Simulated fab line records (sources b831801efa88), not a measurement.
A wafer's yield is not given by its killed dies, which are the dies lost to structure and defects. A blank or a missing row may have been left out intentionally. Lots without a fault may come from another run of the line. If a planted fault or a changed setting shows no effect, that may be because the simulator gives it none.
Chamber matching | flow gf180mcu | rieDiel-02 running GF_V1_ETCH_16: 4 sister chambers
The step etches BARC in N2/H2. 4 wafers are shown with their chamber, then 7 later ones without.

== EACH WAFER AND ITS CHAMBER ==
wafer  | chamber | rfFwdPowerW (W)
L742.2 | 0       | 492.0
L742.5 | 2       | 496.1
L743.1 | 3       | 493.4
L743.2 | 1       | 496.9

== WAFERS WHOSE CHAMBER IS MISSING ==
wafer  | rfFwdPowerW (W)
L743.3 | 491.7
L745.1 | 497.8
L745.2 | 493.3
L745.5 | 495.1
L752.2 | 494.8
L752.4 | 497.5
L752.6 | 493.5

== EACH ONE'S CHAMBER ==
wafer  | from the rows above               | in truth
L743.3 | can't be placed: 0 or 3           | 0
L745.1 | can't be placed: 1 or 2           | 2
L745.2 | can't be placed: 3 or 0           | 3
L745.5 | can't be placed: 2 or 3 or 1      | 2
L752.2 | can't be placed: 2 or 3 or 1 or 0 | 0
L752.4 | can't be placed: 1 or 2           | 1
L752.6 | can't be placed: 3 or 0           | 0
Correct placement for 0 of the 7. Cannot be placed on the basis of these rows: 7; the candidates contain the true chamber in 7. Placed wrongly: 0.
How it was worked out, from the rows above alone: a wafer's distance from a chamber is the root of the sum, over the readings, of the square of ((its reading less the chamber's mean) divided by the reading's scatter). If the next closest chamber is less than 2 further off than the closest, the wafer can't be placed; otherwise it belongs to the closest. A chamber's mean is the mean of its shown wafers. The scatter (one wafer shown for each chamber): square how far every hidden wafer sits from the nearest shown wafer, average those squares and take the square root.
